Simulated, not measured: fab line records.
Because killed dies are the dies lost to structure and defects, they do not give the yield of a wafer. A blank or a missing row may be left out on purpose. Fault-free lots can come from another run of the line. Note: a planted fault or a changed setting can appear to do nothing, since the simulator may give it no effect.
Struck lot and sound lot, side by side ; flow sfq line ; 41 out of 325 route steps
Sound: these wafers, L288.1, L288.2, L288.5. The struck wafers were L286.2, L286.4, L286.6. At the end, the cause is stated.
At each step with rows: each side's tool, then ch and its chambers, then its first start. Under that, the readings that differ: sound wafers ; struck wafers ; difference of the means ; sigmas: that difference in standard deviations of wafers without a fault.
alike: words and numbers the same on both sides, and readings whose means are apart by under 2 such deviations; not compared: readings that were withheld, readings missing a value for some wafer, numbers with overlapping values and no deviation given by the record, and bounds like >300 which may hide the same value.
Wherever a step has rows on one side only, a row that says differs or no value, or a row with sigmas, the two part there. When numbers do not overlap yet have no deviation, they are printed without sigmas and do not part them. A reading missing from all wafers of one side parts the sides only when that side holds two or more wafers.

first, 1 step without rows for these wafers: SFQ_TRILAYER_M3_DEP_PRE_CLEAN_074 (time 22.5 s).
SFQ_TRILAYER_M3_DEP_SPUTTER_073: material Nb, target thk 200 nm, time 133.3 s.
  sound on pvd sputter-05, day 32 12:07; struck on pvd sputter-05, day 31 18:07
  alike: throttle valve pct
SFQ_M3_RS_MEAS_919: measures by four-point-probe.
  sound on film metro-01, day 32 12:13; struck on film metro-03, day 31 18:14
  alike: M3_NB_RS
then, 6 steps without rows for these wafers: SFQ_TRILAYER_M3_LITHO_COAT_080 (resist thk 62 nm); SFQ_TRILAYER_M3_LITHO_COAT_075 (resist thk 600 nm); SFQ_TRILAYER_M3_LITHO_SOFTBAKE_079; SFQ_TRILAYER_M3_LITHO_EXPOSE_076 (exposes mask M3, target cd 500 nm); SFQ_TRILAYER_M3_LITHO_PEB_078 (peb time 60 s); SFQ_TRILAYER_M3_LITHO_DEVELOP_077 (time 60 s).
-- the record jumps here: 3 days lie between the struck wafers' starts before and after --
SFQ_M3_OVL_MEAS_921:
  sound on overlay-02, day 35 00:24; struck on overlay-01, day 34 06:25
  alike: M3_OVL
SFQ_TRILAYER_M3_BARC_OPEN_METAL_ETCH_100: etches BARC in O2, target depth 125 nm, time 41.7 s.
  sound on rie metal-04 ch 0,1, day 35 00:26; struck on rie metal-04 ch 1, day 34 06:26
  alike: bias w, chamber pressure mTorr, drypump motor current A, oes product au
  not compared: rf hours counter h
SFQ_TRILAYER_M3_ETCH_METAL_ETCH_078: etches Nb in Cl2/Ar, stops on SiO2, target depth 240 nm, time 120 s.
  sound on rie metal-04 ch 0,1, day 35 00:30; struck on rie metal-04 ch 1, day 34 06:30
  no value came back on the struck wafers for any of 5 readings (bias w (W), chamber pressure mTorr (mTorr) and others); on the sound wafers bias w (W) reads 80.04 80.08 79.95
reading;sound;struck;difference;sigmas
model.KrF_of_TRILAYER_M3_LITHO_COAT_075.thk nm (nm);381 380.6 382.6;522.6 522.1 522.9;+141.1;
  not compared: rf hours counter h
then, 2 steps without rows for these wafers: SFQ_TRILAYER_M3_STRIP_STRIP_079 (strips in O2); SFQ_TRILAYER_M3_STRIP_SOLV_CLEAN_080 (cleans in NMP, time 600 s).
SFQ_TRILAYER_I3_DEP_PECVD_081: deposits SiO2 from SiH4/N2O, time 111.11 s, target thk 500 nm.
  sound on pecvd-01 ch 1,2, day 35 01:24; struck on pecvd-01 ch 1,2, day 34 07:34
  alike: heater power w, throttle valve pct
then, 1 step without rows for these wafers: SFQ_TRILAYER_I3_CMP_CMP_082 (polishes SiO2).
SFQ_I3_BOW_MEAS_922:
  sound on film metro-02, day 36 04:28; struck on film metro-01, day 35 09:37
  alike: I3_BOW
SFQ_TRILAYER_I3_METRO_MEASURE_083:
  sound on film metro-02, day 36 04:35; struck on film metro-01, day 35 09:55
  alike: thk nm
then, 6 steps without rows for these wafers: SFQ_TRILAYER_I3_VIA_LITHO_COAT_090 (resist thk 62 nm); SFQ_TRILAYER_I3_VIA_LITHO_COAT_085 (resist thk 650 nm); SFQ_TRILAYER_I3_VIA_LITHO_SOFTBAKE_089; SFQ_TRILAYER_I3_VIA_LITHO_EXPOSE_086 (exposes mask I3, target cd 500 nm); SFQ_TRILAYER_I3_VIA_LITHO_PEB_088 (peb time 60 s); SFQ_TRILAYER_I3_VIA_LITHO_DEVELOP_087 (time 60 s).
-- the record jumps here: 4 days lie between the struck wafers' starts before and after --
SFQ_I3_OVL_MEAS_923:
  sound on overlay-02, day 40 07:22; struck on overlay-01, day 39 04:25
  alike: I3_OVL
then, 6 steps without rows for these wafers: SFQ_TRILAYER_I3_VIA_BARC_OPEN_VIA_ETCH_121 (etches BARC in O2, target depth 125 nm, time 41.7 s); SFQ_TRILAYER_I3_VIA_ETCH_VIA_ETCH_088 (etches SiO2 in CHF3, stops on Nb, target depth 260 nm); SFQ_TRILAYER_I3_VIA_STRIP_STRIP_089 (strips in O2); SFQ_TRILAYER_I3_VIA_STRIP_SOLV_CLEAN_090 (cleans in NMP, time 600 s); SFQ_TRILAYER_M4_DEP_PRE_CLEAN_092 (time 22.5 s); SFQ_TRILAYER_M4_DEP_SPUTTER_091 (material Nb, target thk 200 nm, time 133.3 s).
SFQ_M4_RS_MEAS_924: measures by four-point-probe.
  sound on film metro-04, day 40 08:27; struck on film metro-02, day 39 05:31
  alike: M4_NB_RS
then, 6 steps without rows for these wafers: SFQ_TRILAYER_M4_LITHO_COAT_098 (resist thk 62 nm); SFQ_TRILAYER_M4_LITHO_COAT_093 (resist thk 600 nm); SFQ_TRILAYER_M4_LITHO_SOFTBAKE_097; SFQ_TRILAYER_M4_LITHO_EXPOSE_094 (exposes mask M4, target cd 500 nm); SFQ_TRILAYER_M4_LITHO_PEB_096 (peb time 60 s); SFQ_TRILAYER_M4_LITHO_DEVELOP_095 (time 60 s).
-- the record jumps here: 5 days lie between the struck wafers' starts before and after --
SFQ_M4_OVL_MEAS_926:
  sound on overlay-01, day 45 14:08; struck on overlay-01, day 44 09:53
  alike: M4_OVL
SFQ_TRILAYER_M4_BARC_OPEN_METAL_ETCH_123: etches BARC in O2, target depth 125 nm, time 41.7 s.
  sound on rie metal-02 ch 0,1, day 45 14:10; struck on rie metal-02 ch 0,1, day 44 09:55
  alike: bias w, chamber pressure mTorr, drypump motor current A, oes product au
  not compared: rf hours counter h
-- the record jumps here: 36 days lie between the struck wafers' starts before and after --
SFQ_M8_BOW_MEAS_951:
  sound on film metro-01, day 80 15:52; struck on film metro-01, day 80 03:19
reading;sound;struck;difference;sigmas
model.etest.m3.comb log10 ohm;12 12 12;0 0 0;-12;
  alike: M8_BOW

== WHERE THEY PART ==
Within this record, at SFQ_TRILAYER_M3_ETCH_METAL_ETCH_078 only. Later steps at which nothing parts them and some readings are alike: SFQ_TRILAYER_I3_DEP_PECVD_081, SFQ_I3_BOW_MEAS_922, SFQ_TRILAYER_I3_METRO_MEASURE_083, SFQ_I3_OVL_MEAS_923, SFQ_M4_RS_MEAS_924, SFQ_M4_OVL_MEAS_926, SFQ_TRILAYER_M4_BARC_OPEN_METAL_ETCH_123, SFQ_M8_BOW_MEAS_951.

WHY: what had been put in by the simulator
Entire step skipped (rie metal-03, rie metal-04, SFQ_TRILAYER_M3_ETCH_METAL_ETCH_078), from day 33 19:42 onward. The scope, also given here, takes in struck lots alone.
